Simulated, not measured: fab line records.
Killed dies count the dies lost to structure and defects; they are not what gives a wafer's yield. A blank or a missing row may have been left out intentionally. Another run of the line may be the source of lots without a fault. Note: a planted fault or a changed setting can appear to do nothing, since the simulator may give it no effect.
Struck lot and sound lot, side by side -- flow gf180mcu -- 44 steps out of a route of 602
Sound: these wafers, L585.1, L585.3, L585.6. Struck: wafer L590.5 (left out: L590.3, L590.4 of the same lot, which were not struck); the cause appears at the end.
Per side, at each step with rows, come the tool, then ch with its chambers, and then its first start. Under that, the readings that differ: sound wafers -- struck wafers -- difference of the means -- sigmas: that difference in standard deviations of wafers without a fault.
alike: a reading whose means differ by less than 2 such deviations, as well as words and numbers matching on both sides. not compared: withheld readings; readings where some wafer has no value; bounds like >300 that might hide an equal value; numbers whose values overlap and for which the record gives no deviation.
Wherever a step has rows on one side only, a row that says differs or no value, or a row with sigmas, the two part there. Non-overlapping numbers with no deviation appear without sigmas and do not part them. Lack of a reading on every wafer of one side parts them only where that side has two or more wafers.

first, 2 steps without rows for these wafers: GF_V2_STRIP_19 (strips in post etch residue remover, time 1200 s); GF_V2_CLEAN_20 (cleans in DIW).
GF_V2_SPUTTER_21: material Ti, target thk 15 nm, time 80.02 s.
  struck on pvd_sputter-02, day 25 16:30; sound on pvd_sputter-01, day 23 18:31
  alike: substrate_temp_c, throttle_valve_pct
then, 2 steps without rows for these wafers: GF_V2_SPUTTER_22 (material TiN, target thk 10 nm, time 40 s); GF_V2_CVD_23 (deposits W, target thk 350 nm, time 104.94 s).
GF_V2_RS_MEAS_24: a four-point-probe measurement.
  struck on film_metro-02, day 25 16:46; sound on film_metro-04, day 23 18:43
  alike: V2_W_RS
GF_V2_THK_MEAS_25: measures by xrf.
  struck on film_metro-02, day 25 16:52; sound on film_metro-04, day 23 18:50
  alike: V2_W_THK
GF_V2_CMP_26: polishes, stops on SiO2, t overpolish 15 s, target thk 0 nm.
  sound on cmp-01 ch 1,2,3, day 23 18:57; struck on cmp-02 ch 2, day 25 16:54
  alike: motor_current_A, overpolish_run_s, time_to_endpoint_s
GF_M3_SPUTTER_00: material Ti, target thk 37.5 nm, time 150 s.
  struck on pvd_sputter-04, day 25 17:12; sound on pvd_sputter-04, day 23 19:12
reading,sound,struck,difference,sigmas
substrate_temp_c (C),199.88 200.29 200.13,200.50,+0.40,+2
  alike: throttle_valve_pct
then, 2 steps without rows for these wafers: GF_M3_SPUTTER_01 (material TiN, target thk 30 nm, time 25 s); GF_M3_SPUTTER_02 (material AlCu, target thk 450 nm, time 23.9 s).
GF_M3_SPUTTER_03: material Ti, target thk 10 nm, time 6.7 s.
  struck on pvd_sputter-04, day 25 17:22; sound on pvd_sputter-04, day 23 19:22
  alike: substrate_temp_c, throttle_valve_pct
GF_M3_SPUTTER_04: material TiN, target thk 50 nm, time 41.7 s.
  struck on pvd_sputter-04, day 25 17:23; sound on pvd_sputter-04, day 23 19:23
reading,sound,struck,difference,sigmas
model.TiN_of_M3_SPUTTER_04.thk_nm (nm),50.29 50.59 50.63,56.04,+5.54,
  alike: throttle_valve_pct
GF_M3_RS_MEAS_05: a four-point-probe measurement.
  struck on film_metro-02, day 25 17:28; sound on film_metro-02, day 23 19:25
  alike: M3_ALCU_RS
GF_M3_THK_MEAS_06: measures by xrf.
  struck on film_metro-02, day 25 17:34; sound on film_metro-02, day 23 19:32
  alike: M3_ALCU_THK
then, 7 steps without rows for these wafers: GF_M3_DEHYDRATE_07 (time 60 s); GF_M3_HMDS_08 (prime time 60 s); GF_M3_COAT_09 (resist thk 1000 nm); GF_M3_SOFTBAKE_10 (time 60 s); GF_M3_EXPOSE_11 (exposes mask Metal3, target cd 280 nm); GF_M3_PEB_12 (peb time 90 s); GF_M3_DEVELOP_13 (develop time 60 s).
GF_M3_CD_MEAS_14: target cd 280 nm.
  struck on cd_sem-01, day 26 14:23; sound on cd_sem-02, day 24 17:26
  alike: cd_nm
GF_M3_OVL_MEAS_15:
  struck on overlay-01, day 26 14:28; sound on overlay-01, day 24 17:34
  alike: M3_OVL
then, 5 steps without rows for these wafers: GF_M3_METAL_ETCH_16 (etches the open film in Cl2/BCl3, stops on SiO2, target depth 750.8 nm, time 125.1 s); GF_M3_STRIP_17 (strips in O2/N2); GF_M3_STRIP_18 (strips in post etch residue remover, time 1200 s); GF_M3_CLEAN_19 (cleans in DIW); GF_V3_CVD_00 (deposits SiO2, target thk 600 nm, time 100 s).
GF_V3_THK_MEAS_01:
  struck on film_metro-01, day 26 15:15; sound on film_metro-04, day 24 18:20
  alike: V3_CVD_00_THK
GF_V3_CVD_02: deposits SiO2 from TEOS, target thk 850 nm, time 94.851 s.
  sound on pecvd-03 ch 0,1, day 24 18:23; struck on pecvd-03 ch 0, day 26 15:17
  alike: heater_power_outer_w, heater_power_w
GF_V3_THK_MEAS_03:
  struck on film_metro-04, day 26 15:23; sound on film_metro-01, day 24 18:28
  alike: V3_CVD_02_THK
then, 1 step without rows for these wafers: GF_V3_CMP_04 (polishes SiO2).
GF_V3_BOW_MEAS_05:
  struck on film_metro-01, day 26 15:46; sound on film_metro-01, day 24 18:49
  alike: V3_BOW
then, 8 steps without rows for these wafers: GF_V3_DEHYDRATE_06 (time 60 s); GF_V3_HMDS_07 (prime time 60 s); GF_V3_COAT_08; GF_V3_COAT_09 (resist thk 1000 nm); GF_V3_SOFTBAKE_10 (time 60 s); GF_V3_EXPOSE_11 (exposes mask Via3, target cd 260 nm); GF_V3_PEB_12 (peb time 90 s); GF_V3_DEVELOP_13 (develop time 60 s).
GF_V3_STRIP_19: strips in post etch residue remover, time 1200 s.
  sound on wet_bench-01 ch 3, day 25 16:43; struck on wet_bench-03 ch 1, day 27 12:43
reading,sound,struck,difference,sigmas
bath_heat_duty_pct (%),15.7 16.2 15.4,11.6,-4.2,-2
model.TiN_of_M3_SPUTTER_04.thk_nm (nm),49.46 49.76 49.8,55.2,+5.5,
after that, 1 step had no rows for these wafers: GF_PASSIVATION_PROBE_99.

== WHERE THEY PART ==
At GF_M3_SPUTTER_00 first; at GF_V3_STRIP_19 last (within this record only).

WHY: whatever the simulator had introduced
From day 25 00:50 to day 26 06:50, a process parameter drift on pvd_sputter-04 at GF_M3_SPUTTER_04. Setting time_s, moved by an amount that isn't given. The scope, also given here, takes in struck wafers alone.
